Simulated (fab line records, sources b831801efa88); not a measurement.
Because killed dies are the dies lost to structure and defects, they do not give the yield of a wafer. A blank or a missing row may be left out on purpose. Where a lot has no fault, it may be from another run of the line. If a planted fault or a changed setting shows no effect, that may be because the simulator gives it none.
fab line records	flow sky130
[record] lots = 24	wafers = 72	last-day = 50
route steps=708 shown LI_CONTACT@375 VIA1@482 VIA2@522 CAPM@541
lots that met no fault: taken from a fault-free run of the same line
start-h: hours from the record's first day to the start of the lot's first wafer shown	wait-h: time in hours since the lot's previous step	" as in the row above	L1.1+2: several wafers, shown together as one row	- either no value or no given start	* or withheld: withheld	< > ~ a bound
route shown NAME@n: a module of which the file shows steps, and the number in the route of the first	usual: the fault-free wafers' mean and standard deviation	same: alike in all rows	chamber/n: place in a boat	sites: per-site readings	_std_site: their standard deviation	_edge_site: outer sites' mean less inner sites'	radius-mm: for every site, how far away it sits from the centre of the wafer	mask NAME#n: copy n	behind: the most recent tool/chamber to have shaped the wafer	hold: why the lot was held/for how many hours/how that ended	device: transistor that didn't switch, given as n, p or np	end of line: tests run on the same wafers once the route is complete	for a step that has no rows: nothing shown but its recipe	killed: not the wafer's yield, but the dies lost to structure and defects at the first sort	map: per-die view of a wafer (x killed, . not killed, _ where there is no die)
set.NAME: the run value of the setting; set.NAME@STEP: its run value at that earlier step	model.NAME: the simulator's own value behind a step, which no gauge read
one table for each step of the route and one row for each wafer, over a sample of lots
services: when a tool's chamber went out of use (start-h, in hours from the record's first day, below 0 if earlier), for how many hours, and the reason
[[steps]]
[step SKY_LI_CONTACT_OVL_MEAS_13]
[usual] LI_CONTACT_OVL = 0/7.2
lot.wafer	tool	chamber	start-h	wait-h	LI_CONTACT_OVL[nm]
L074.2	overlay-01	-	670.35	0.1	2
L074.3	"	-	"	"	5
L074.4	"	-	"	"	-6
L075.1	overlay-02	-	680.04	0.1	-5
L075.3	"	-	"	"	-11
L075.5	"	-	"	"	-11
L076.1	overlay-01	-	684.29	0.1	-6
L076.2	"	-	"	"	1
L076.3	"	-	"	"	-5
L077.2	overlay-02	-	698.75	0.1	3
L077.3	"	-	"	"	10
L077.4	"	-	"	"	18
L078.2	overlay-02	-	708.00	0.1	4
L078.3	"	-	"	"	1
L078.5	"	-	"	"	2
L079.1	overlay-02	-	709.99	0.1	-6
L079.3	"	-	"	"	-13
L079.6	"	-	"	"	0
L080.1	overlay-01	-	726.49	0.1	2
L080.3	"	-	"	"	-4
L080.4	"	-	"	"	3
L081.1	overlay-02	-	734.44	0.1	9
L081.3	"	-	"	"	3
L081.4	"	-	"	"	-3
L082.4	overlay-01	-	740.11	0.1	12
L082.5	"	-	"	"	4
L082.6	"	-	"	"	12
L083.1	overlay-01	-	748.14	0.1	-9
L083.2	"	-	"	"	-2
L083.4	"	-	"	"	-2
L084.2	overlay-01	-	756.55	0.1	0
L084.5	"	-	"	"	-4
L084.6	"	-	"	"	-9
L085.1	overlay-02	-	765.14	0.1	19
L085.4	"	-	"	"	13
L085.5	"	-	"	"	8
L086.2	overlay-01	-	776.35	0.1	3
L086.3	"	-	"	"	2
L086.4	"	-	"	"	-4
L087.4	overlay-02	-	788.06	0.1	4
L087.5	"	-	"	"	-4
L087.6	"	-	"	"	6
L089.1	overlay-02	-	792.89	0.1	-4
L089.3	"	-	"	"	-6
L089.6	"	-	"	"	-1
L088.3	overlay-01	-	794.15	0.1	-11
L088.5	"	-	"	"	-6
L088.6	"	-	"	"	-3
L091.1	overlay-01	-	811.79	0.1	21
L091.2	"	-	"	"	8
L091.5	"	-	"	"	16
L092.1	overlay-01	-	814.15	0.1	2
L092.3	"	-	"	"	6
L092.6	"	-	"	"	4
L090.2	overlay-01	-	814.50	0.1	2
L090.3	"	-	"	"	3
L090.5	"	-	"	"	-4
L093.3	overlay-02	-	821.43	0.1	-4
L093.5	"	-	"	"	-9
L093.6	"	-	"	"	11
L094.2	overlay-02	-	828.10	0.1	8
L094.3	"	-	"	"	7
L094.4	"	-	"	"	8
L095.1	overlay-02	-	838.64	0.1	-16
L095.5	"	-	"	"	-14
L095.6	"	-	"	"	-13
L096.2	overlay-02	-	841.25	0.1	3
L096.4	"	-	"	"	-4
L096.6	"	-	"	"	-9
L097.1	overlay-01	-	849.50	0.1	-5
L097.3	"	-	"	"	1
L097.6	"	-	"	"	1
[step SKY_VIA1_CMP_24]
[recipe] stop-on = SiO2	t-overpolish-s = 15	down-force-psi = 3.5	platen-rpm = 60	target-thk-nm = 0	pad-velocity-m-s = 0.94248
[usual] edge-zone-pressure-frac = 1.000/0.0051	motor-current-A = 11.6/1.4	overpolish-run-s = 15.000/0.0096	time-to-endpoint-s = 61/3.3
lot.wafer	tool	chamber	start-h	wait-h	edge-zone-pressure-frac	motor-current-A	overpolish-run-s	time-to-endpoint-s
L074.3	cmp-01	0	786.91	0.0	1.005	10.2	15.010	61
L074.2	"	1	"	"	1.008	10.5	14.999	57
L074.4	"	2	"	"	0.993	11.9	14.988	62
L075.3	cmp-02	3	796.10	0.1	1.001	14.3	14.995	62
L075.1	"	0	"	"	1.005	10.6	15.012	68
L075.5	"	2	"	"	0.993	13.2	15.028	62
L076.3	cmp-01	0	800.40	0.0	0.996	11.1	15.020	60
L076.2	"	1	"	"	0.995	11.1	15.002	61
L076.1	"	3	"	"	1.000	9.7	14.989	59
L077.4	cmp-02	1	814.05	0.1	0.999	10.6	15.007	58
L077.2	"	3	"	"	1.008	14.1	14.988	64
L077.3	"	0	"	"	1.001	10.2	14.983	64
L078.3	cmp-01	2	822.71	0.0	0.995	12.1	15.008	65
L078.2	"	0	"	"	0.999	10.6	14.986	63
L078.5	"	2	"	"	0.998	11.9	14.991	62
L079.1	cmp-02	2	823.42	0.1	0.995	12.5	15.005	59
L079.3	"	1	"	"	0.998	10.8	14.996	61
L079.6	"	3	"	"	1.007	13.8	14.993	57
L080.3	cmp-02	3	840.85	0.0	0.996	13.8	15.004	57
L080.4	"	0	"	"	1.007	10.2	15.004	59
L080.1	"	1	"	"	1.003	11.4	15.004	56
L081.1	cmp-01	3	848.04	0.1	1.000	10.3	14.985	61
L081.3	"	0	"	"	1.001	10.9	14.987	66
L081.4	"	2	"	"	1.003	12.7	14.981	67
L082.4	cmp-01	2	853.09	0.1	1.002	12.2	15.013	67
L082.6	"	0	"	"	1.000	10.5	15.004	63
L082.5	"	1	"	"	1.000	10.9	15.014	61
L083.1	cmp-02	0	862.53	0.1	1.002	10.9	14.997	65
L083.4	"	2	"	"	1.001	12.1	14.996	61
L083.2	"	3	"	"	0.999	13.2	14.990	60
L084.2	cmp-01	3	869.54	0.0	1.008	10.2	15.003	61
L084.5	"	3	"	"	0.997	10.4	15.005	56
L084.6	"	0	"	"	0.997	11.0	14.992	61
L085.4	cmp-01	0	878.73	0.7	1.000	10.0	14.993	68
L085.1	"	1	"	"	0.997	10.9	14.996	65
L085.5	"	3	"	"	1.011	10.4	15.000	60
L086.3	cmp-01	2	888.10	0.0	0.990	11.3	14.993	69
L086.2	"	3	"	"	0.999	9.7	14.995	61
L086.4	"	0	"	"	1.006	10.1	15.004	67
L087.4	cmp-02	2	900.24	0.0	1.007	13.3	14.999	61
L087.5	"	2	"	"	1.014	12.6	14.996	63
L087.6	"	3	"	"	0.998	14.3	15.002	58
L089.1	cmp-02	2	904.19	0.1	1.010	12.9	15.006	60
L089.3	"	0	"	"	1.003	10.7	14.998	60
L089.6	"	3	"	"	0.995	13.5	15.003	60
L088.3	cmp-02	3	906.80	0.0	0.994	14.0	15.005	59
L088.6	"	3	"	"	0.996	14.0	14.977	62
L088.5	"	0	"	"	0.997	10.5	14.991	64
L091.2	cmp-01	2	923.54	0.0	0.998	12.2	15.000	69
L091.1	"	3	"	"	0.997	10.3	15.017	62
L091.5	"	3	"	"	0.997	10.0	15.014	66
L092.1	cmp-02	1	926.50	0.1	0.994	10.8	15.003	58
L092.3	"	2	"	"	1.000	12.2	14.989	56
L092.6	"	0	"	"	0.997	11.4	15.003	64
L090.2	cmp-02	2	927.10	0.1	1.004	12.4	14.994	59
L090.3	"	3	"	"	0.998	13.7	14.999	58
L090.5	"	2	"	"	0.988	12.9	14.998	60
L093.3	cmp-01	1	932.75	0.1	0.999	11.8	15.005	64
L093.6	"	3	"	"	1.002	10.2	14.985	60
L093.5	"	0	"	"	0.990	10.5	14.987	68
L094.4	cmp-02	3	939.40	0.0	0.996	14.4	15.003	60
L094.2	"	1	"	"	0.995	10.4	15.002	58
L094.3	"	2	"	"	1.003	12.6	14.985	63
L095.1	cmp-02	1	948.55	0.1	1.002	10.9	14.986	59
L095.6	"	0	"	"	1.002	11.5	15.009	62
L095.5	"	1	"	"	1.002	10.9	15.002	59
L096.4	cmp-02	1	951.69	0.0	1.007	10.7	15.005	54
L096.2	"	3	"	"	0.997	14.5	15.010	62
L096.6	"	1	"	"	1.007	10.3	15.004	56
L097.1	cmp-02	0	958.29	0.1	0.997	10.5	15.001	62
L097.3	"	2	"	"	1.008	12.7	14.997	60
L097.6	"	0	"	"	0.998	10.8	14.993	63
[step SKY_VIA2_ETCH_15]
[recipe] target = SiO2	chemistry = C4F8/O2/Ar	target-depth-nm = 546	stop-on = TiN	mask-material = KrF-thick	source-w = 1500	bias-w = 1200	pressure-mtorr = 40	c4f8-flow-sccm = withheld	O2_flow_sccm = 6	Ar_flow_sccm = 300	time-s = 84
[usual] oes-product-au = 0.949/0.0051
lot.wafer	tool	chamber	start-h	wait-h	oes-product-au	rf-hours-counter-h
L074.2	rie-diel-03	0	843.02	0.0	0.951	23
L074.3	"	2	"	"	0.952	27
L074.4	"	3	"	"	0.956	8
L075.1	rie-diel-01	1	851.71	0.0	0.943	18
L075.3	"	0	"	"	0.946	17
L075.5	"	3	"	"	0.948	-
L076.1	rie-diel-01	0	854.42	0.0	0.957	17
L076.2	"	2	"	"	0.945	2
L076.3	"	1	"	"	0.951	19
L077.2	rie-diel-01	1	869.41	0.0	0.942	19
L077.3	"	0	"	"	0.944	17
L077.4	"	3	"	"	0.947	11
L078.2	rie-diel-03	0	876.97	0.0	0.952	25
L078.3	"	3	"	"	0.958	10
L078.5	"	3	"	"	0.945	-
L079.1	rie-diel-02	3	879.12	0.0	0.949	15
L079.3	"	2	"	"	0.946	3
L079.6	"	2	"	"	0.948	-
L080.1	rie-diel-03	1	895.27	0.0	0.948	10
L080.3	"	2	"	"	0.948	0
L080.4	"	3	"	"	0.944	10
L081.1	rie-diel-02	2	902.86	0.0	0.945	4
L081.3	"	0	"	"	0.950	28
L081.4	"	3	"	"	0.944	16
L082.4	rie-diel-02	1	907.75	0.0	0.958	-
L082.5	"	3	"	"	0.950	-
L082.6	"	2	"	"	0.943	-
L083.1	rie-diel-03	1	916.17	0.0	0.953	11
L083.2	"	0	"	"	0.948	26
L083.4	"	3	"	"	0.957	11
L084.2	rie-diel-01	2	922.72	0.0	0.955	3
L084.5	"	0	"	"	0.949	-
L084.6	"	3	"	"	0.956	-
L085.1	rie-diel-01	1	932.27	0.0	0.955	20
L085.4	"	3	"	"	0.949	13
L085.5	"	3	"	"	0.952	-
L086.2	rie-diel-03	1	940.32	0.0	0.944	12
L086.3	"	2	"	"	0.938	2
L086.4	"	0	"	"	0.947	27
L087.4	rie-diel-02	2	952.96	0.0	0.954	5
L087.5	"	2	"	"	0.958	-
L087.6	"	3	"	"	0.953	-
L089.1	rie-diel-03	1	956.06	0.0	0.951	12
L089.3	"	0	"	"	0.952	27
L089.6	"	2	"	"	0.939	-
L088.3	rie-diel-01	1	959.21	0.0	0.952	21
L088.5	"	3	"	"	0.947	-
L088.6	"	1	"	"	0.951	-
L091.1	rie-diel-03	1	975.17	0.0	0.946	13
L091.2	"	2	"	"	0.951	3
L091.5	"	3	"	"	0.947	-
L092.1	rie-diel-01	2	977.12	0.0	0.940	5
L092.3	"	1	"	"	0.953	21
L092.6	"	2	"	"	0.941	-
L090.2	rie-diel-02	1	977.97	0.0	0.948	12
L090.3	"	0	"	"	0.956	1
L090.5	"	1	"	"	0.955	-
L093.3	rie-diel-02	1	983.37	0.0	0.945	12
L093.5	"	2	"	"	0.948	-
L093.6	"	3	"	"	0.945	-
L094.2	rie-diel-03	2	989.31	0.0	0.952	4
L094.3	"	3	"	"	0.955	14
L094.4	"	3	"	"	0.953	-
L095.1	rie-diel-03	1	997.57	0.0	0.951	14
L095.5	"	1	"	"	0.942	-
L095.6	"	3	"	"	0.939	-
L096.2	rie-diel-02	0	1001.31	0.0	0.948	2
L096.4	"	3	"	"	0.943	19
L096.6	"	1	"	"	0.947	-
L097.1	rie-diel-03	0	1007.61	0.0	0.946	0
L097.3	"	2	"	"	0.947	5
L097.6	"	0	"	"	0.943	-
[step SKY_VIA2_SPUTTER_20]
[recipe] material = TiN	target-thk-nm = 20	chamber-pressure-pa = 5	power-w = 4000	time-s = 80
[usual] throttle-valve-pct = 30.1/0.9
lot.wafer	tool	chamber	start-h	wait-h	throttle-valve-pct
L074.2	pvd-sputter-04	-	843.68	0.0	30.0
L074.3	"	-	"	"	30.7
L074.4	"	-	"	"	29.8
L075.1	pvd-sputter-03	-	852.37	0.0	30.6
L075.3	"	-	"	"	29.6
L075.5	"	-	"	"	30.6
L076.1	pvd-sputter-03	-	855.07	0.0	30.6
L076.2	"	-	"	"	29.5
L076.3	"	-	"	"	29.6
L077.2	pvd-sputter-04	-	870.07	0.0	30.5
L077.3	"	-	"	"	29.9
L077.4	"	-	"	"	29.6
L078.2	pvd-sputter-02	-	877.67	0.0	29.1
L078.3	"	-	"	"	31.2
L078.5	"	-	"	"	29.3
L079.1	pvd-sputter-04	-	879.81	0.0	30.1
L079.3	"	-	"	"	29.5
L079.6	"	-	"	"	29.6
L080.1	pvd-sputter-04	-	895.93	0.0	30.4
L080.3	"	-	"	"	30.2
L080.4	"	-	"	"	30.9
L081.1	pvd-sputter-04	-	903.52	0.0	30.1
L081.3	"	-	"	"	30.7
L081.4	"	-	"	"	30.4
L082.4	pvd-sputter-03	-	908.38	0.0	30.6
L082.5	"	-	"	"	29.6
L082.6	"	-	"	"	29.5
L083.1	pvd-sputter-02	-	916.91	0.0	31.7
L083.2	"	-	"	"	29.0
L083.4	"	-	"	"	31.7
L084.2	pvd-sputter-02	-	923.39	0.0	31.1
L084.5	"	-	"	"	32.0
L084.6	"	-	"	"	31.1
L085.1	pvd-sputter-04	-	932.93	0.0	30.0
L085.4	"	-	"	"	30.8
L085.5	"	-	"	"	30.4
L086.2	pvd-sputter-02	-	941.02	0.0	30.7
L086.3	"	-	"	"	31.7
L086.4	"	-	"	"	31.6
L087.4	pvd-sputter-04	-	953.62	0.0	29.7
L087.5	"	-	"	"	30.8
L087.6	"	-	"	"	30.4
L089.1	pvd-sputter-03	-	956.72	0.0	28.8
L089.3	"	-	"	"	29.6
L089.6	"	-	"	"	29.1
L088.3	pvd-sputter-02	-	959.87	0.0	29.2
L088.5	"	-	"	"	29.0
L088.6	"	-	"	"	31.8
L091.1	pvd-sputter-04	-	975.83	0.0	30.7
L091.2	"	-	"	"	30.2
L091.5	"	-	"	"	31.0
L092.1	pvd-sputter-03	-	977.78	0.0	29.5
L092.3	"	-	"	"	30.5
L092.6	"	-	"	"	29.3
L090.2	pvd-sputter-02	-	978.63	0.0	31.7
L090.3	"	-	"	"	30.7
L090.5	"	-	"	"	29.1
L093.3	pvd-sputter-02	-	984.03	0.0	30.9
L093.5	"	-	"	"	30.9
L093.6	"	-	"	"	32.1
L094.2	pvd-sputter-03	-	989.97	0.0	29.1
L094.3	"	-	"	"	30.8
L094.4	"	-	"	"	29.5
L095.1	pvd-sputter-03	-	998.24	0.0	30.7
L095.5	"	-	"	"	28.9
L095.6	"	-	"	"	29.5
L096.2	pvd-sputter-03	-	1002.04	0.0	30.5
L096.4	"	-	"	"	29.7
L096.6	"	-	"	"	29.6
L097.1	pvd-sputter-03	-	1008.27	0.0	29.0
L097.3	"	-	"	"	29.7
L097.6	"	-	"	"	29.0
[step SKY_VIA2_THK_MEAS_23]
[recipe] thk-meas-gauge = xrf	reads = W_of_VIA2_CVD_21
[usual] VIA2_W_THK = 427/5
lot.wafer	tool	chamber	start-h	wait-h	VIA2_W_THK[nm]
L074.2	film-metro-04	-	844.00	0.1	433
L074.3	"	-	"	"	429
L074.4	"	-	"	"	425
L075.1	film-metro-03	-	852.68	0.1	417
L075.3	"	-	"	"	423
L075.5	"	-	"	"	422
L076.1	film-metro-03	-	855.39	0.1	430
L076.2	"	-	"	"	423
L076.3	"	-	"	"	434
L077.2	film-metro-04	-	870.39	0.1	420
L077.3	"	-	"	"	434
L077.4	"	-	"	"	427
L078.2	film-metro-03	-	877.99	0.1	420
L078.3	"	-	"	"	425
L078.5	"	-	"	"	425
L079.1	film-metro-03	-	880.12	0.1	431
L079.3	"	-	"	"	430
L079.6	"	-	"	"	435
L080.1	film-metro-04	-	896.24	0.1	420
L080.3	"	-	"	"	423
L080.4	"	-	"	"	426
L081.1	film-metro-03	-	903.83	0.1	421
L081.3	"	-	"	"	427
L081.4	"	-	"	"	424
L082.4	film-metro-01	-	908.72	0.1	434
L082.5	"	-	"	"	441
L082.6	"	-	"	"	433
L083.1	film-metro-04	-	917.22	0.1	428
L083.2	"	-	"	"	422
L083.4	"	-	"	"	425
L084.2	film-metro-04	-	923.71	0.1	423
L084.5	"	-	"	"	422
L084.6	"	-	"	"	429
L085.1	film-metro-03	-	933.24	0.1	428
L085.4	"	-	"	"	431
L085.5	"	-	"	"	433
L086.2	film-metro-04	-	941.34	0.1	421
L086.3	"	-	"	"	423
L086.4	"	-	"	"	424
L087.4	film-metro-04	-	953.96	0.1	418
L087.5	"	-	"	"	420
L087.6	"	-	"	"	415
L089.1	film-metro-03	-	957.03	0.1	435
L089.3	"	-	"	"	423
L089.6	"	-	"	"	424
L088.3	film-metro-04	-	960.20	0.1	421
L088.5	"	-	"	"	421
L088.6	"	-	"	"	427
L091.1	film-metro-03	-	976.27	0.1	427
L091.2	"	-	"	"	424
L091.5	"	-	"	"	428
L092.1	film-metro-01	-	978.09	0.1	434
L092.3	"	-	"	"	434
L092.6	"	-	"	"	432
L090.2	film-metro-04	-	979.08	0.1	435
L090.3	"	-	"	"	431
L090.5	"	-	"	"	433
L093.3	film-metro-04	-	984.36	0.1	426
L093.5	"	-	"	"	426
L093.6	"	-	"	"	429
L094.2	film-metro-04	-	990.29	0.1	423
L094.3	"	-	"	"	424
L094.4	"	-	"	"	423
L095.1	film-metro-01	-	998.55	0.1	426
L095.5	"	-	"	"	426
L095.6	"	-	"	"	433
L096.2	film-metro-04	-	1002.36	0.1	427
L096.4	"	-	"	"	422
L096.6	"	-	"	"	429
L097.1	film-metro-04	-	1008.58	0.1	428
L097.3	"	-	"	"	433
L097.6	"	-	"	"	434
[step SKY_CAPM_THK_MEAS_04]
[recipe] thk-meas-gauge = xrf	reads = TiN_of_CAPM_SPUTTER_02
[usual] CAPM_TIN_THK = 205.5/2.2
lot.wafer	tool	chamber	start-h	wait-h	CAPM_TIN_THK[nm]
L074.2	film-metro-04	-	844.83	0.1	203.4
L074.3	"	-	"	"	203.9
L074.4	"	-	"	"	204.5
L075.1	film-metro-02	-	853.50	0.1	200.8
L075.3	"	-	"	"	201.0
L075.5	"	-	"	"	201.3
L076.1	film-metro-02	-	856.21	0.1	202.9
L076.2	"	-	"	"	205.2
L076.3	"	-	"	"	205.3
L077.2	film-metro-04	-	871.21	0.1	206.2
L077.3	"	-	"	"	205.2
L077.4	"	-	"	"	205.7
L078.2	film-metro-04	-	879.16	0.1	206.1
L078.3	"	-	"	"	203.2
L078.5	"	-	"	"	207.6
L079.1	film-metro-03	-	880.95	0.1	203.7
L079.3	"	-	"	"	204.7
L079.6	"	-	"	"	203.4
L080.1	film-metro-04	-	897.06	0.1	208.8
L080.3	"	-	"	"	208.8
L080.4	"	-	"	"	206.4
L081.1	film-metro-03	-	904.65	0.1	203.0
L081.3	"	-	"	"	205.8
L081.4	"	-	"	"	204.0
L082.4	film-metro-04	-	909.54	0.1	204.4
L082.5	"	-	"	"	202.5
L082.6	"	-	"	"	206.3
L083.1	film-metro-03	-	918.04	0.1	207.9
L083.2	"	-	"	"	207.3
L083.4	"	-	"	"	205.9
L084.2	film-metro-02	-	924.62	0.1	201.8
L084.5	"	-	"	"	206.7
L084.6	"	-	"	"	201.9
L085.1	film-metro-02	-	934.06	0.1	205.7
L085.4	"	-	"	"	202.7
L085.5	"	-	"	"	203.7
L086.2	film-metro-04	-	942.16	0.1	202.5
L086.3	"	-	"	"	204.8
L086.4	"	-	"	"	205.0
L087.4	film-metro-02	-	954.78	0.1	203.0
L087.5	"	-	"	"	203.5
L087.6	"	-	"	"	202.4
L089.1	film-metro-04	-	957.85	0.1	206.2
L089.3	"	-	"	"	206.2
L089.6	"	-	"	"	206.3
L088.3	film-metro-04	-	961.02	0.1	206.2
L088.5	"	-	"	"	204.3
L088.6	"	-	"	"	206.0
L091.1	film-metro-04	-	977.09	0.1	205.7
L091.2	"	-	"	"	208.3
L091.5	"	-	"	"	205.1
L092.1	film-metro-03	-	978.93	0.1	206.0
L092.3	"	-	"	"	206.6
L092.6	"	-	"	"	208.6
L090.2	film-metro-04	-	980.10	0.1	205.1
L090.3	"	-	"	"	204.8
L090.5	"	-	"	"	204.9
L093.3	film-metro-03	-	985.18	0.1	207.8
L093.5	"	-	"	"	211.2
L093.6	"	-	"	"	207.9
L094.2	film-metro-03	-	991.14	0.1	207.0
L094.3	"	-	"	"	208.7
L094.4	"	-	"	"	209.0
L095.1	film-metro-02	-	999.38	0.1	203.4
L095.5	"	-	"	"	205.6
L095.6	"	-	"	"	203.5
L096.2	film-metro-04	-	1003.19	0.1	206.4
L096.4	"	-	"	"	205.0
L096.6	"	-	"	"	204.0
L097.1	film-metro-03	-	1009.41	0.1	209.5
L097.3	"	-	"	"	208.8
L097.6	"	-	"	"	210.1
[[services]]
tool	chamber	start-h	hours	kind
rie-diel-03	2	773.54	5.8	repair
cmp-02	-	774.28	1.3	repair
cmp-01	-	776.18	4.8	pm
pvd-sputter-03	-	799.32	3.9	repair
cmp-02	-	806.58	1.6	repair
rie-diel-03	0	807.51	8.4	repair
pvd-sputter-03	-	809.70	5.5	repair
cmp-02	-	810.17	1.5	repair
cmp-01	-	829.90	1.3	repair
cmp-02	-	870.54	8.1	pm
cmp-01	-	880.15	4.1	repair
cmp-01	-	880.38	0.6	repair
pvd-sputter-03	-	888.46	4.6	repair
rie-diel-03	-	908.77	0.2	repair
pvd-sputter-03	-	910.81	6.7	repair
cmp-01	-	912.00	4.0	pm
cmp-02	-	919.95	2.6	repair
rie-diel-03	-	930.14	4.3	pm
pvd-sputter-03	-	939.89	1.8	repair
cmp-02	-	943.32	1.4	repair
rie-diel-03	-	952.74	0.3	repair
rie-diel-03	-	986.72	0.6	repair
rie-diel-03	1	997.82	6.3	repair
cmp-02	-	998.19	0.5	repair
[[key]]
fault none
